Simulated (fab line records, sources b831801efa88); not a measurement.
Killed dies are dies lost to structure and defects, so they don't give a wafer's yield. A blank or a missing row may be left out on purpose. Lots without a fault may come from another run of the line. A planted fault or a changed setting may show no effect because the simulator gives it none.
Chamber matching | flow gf180mcu | GF_STI_CMP_25 on cmp-01: 4 sister chambers
The step polishes, stops on Si3N4, t overpolish 33 s, target thk 524.6 nm. 4 wafers are shown with their chamber, then 9 later ones without.

WAFERS WITH THEIR CHAMBER
wafer  | chamber | motor_current_A (A)
L971.5 | 2       | 11.5
L971.6 | 3       | 9.7
L981.4 | 1       | 11.8
L981.5 | 0       | 11.8

WAFERS WITHOUT THEIR CHAMBER
wafer  | motor_current_A (A)
L982.4 | 9.9
L982.5 | 11.6
L982.6 | 10.7
L983.1 | 10.3
L983.4 | 10.8
L983.5 | 12.4
L984.1 | 10.2
L984.2 | 11.4
L984.4 | 11.7

WHICH CHAMBER EACH WENT THROUGH
wafer  | from the rows above               | in truth
L982.4 | 3                                 | 3
L982.5 | can't be placed: 2 or 0 or 1      | 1
L982.6 | can't be placed: 2 or 3 or 0 or 1 | 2
L983.1 | can't be placed: 3 or 2 or 0 or 1 | 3
L983.4 | can't be placed: 2 or 0 or 1 or 3 | 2
L983.5 | can't be placed: 0 or 1 or 2      | 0
L984.1 | can't be placed: 3 or 2           | 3
L984.2 | can't be placed: 2 or 0 or 1      | 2
L984.4 | can't be placed: 0 or 1 or 2      | 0
Placed correctly: 1 of 9. Can't be placed from these rows: 8 (the true chamber is among the candidates in 8). Placed wrongly: 0.
How it was worked out, from the rows above alone: a wafer's distance from a chamber is the root of the sum, over the readings, of the square of ((its reading less the chamber's mean) divided by the reading's scatter). The wafer belongs to the nearest chamber; if the next one is less than 2 further off, it can't be placed. A chamber's mean is the mean of its shown wafers. The scatter: with one shown wafer a chamber, the root of the mean of the squares of how far each hidden wafer lies from its nearest shown one.
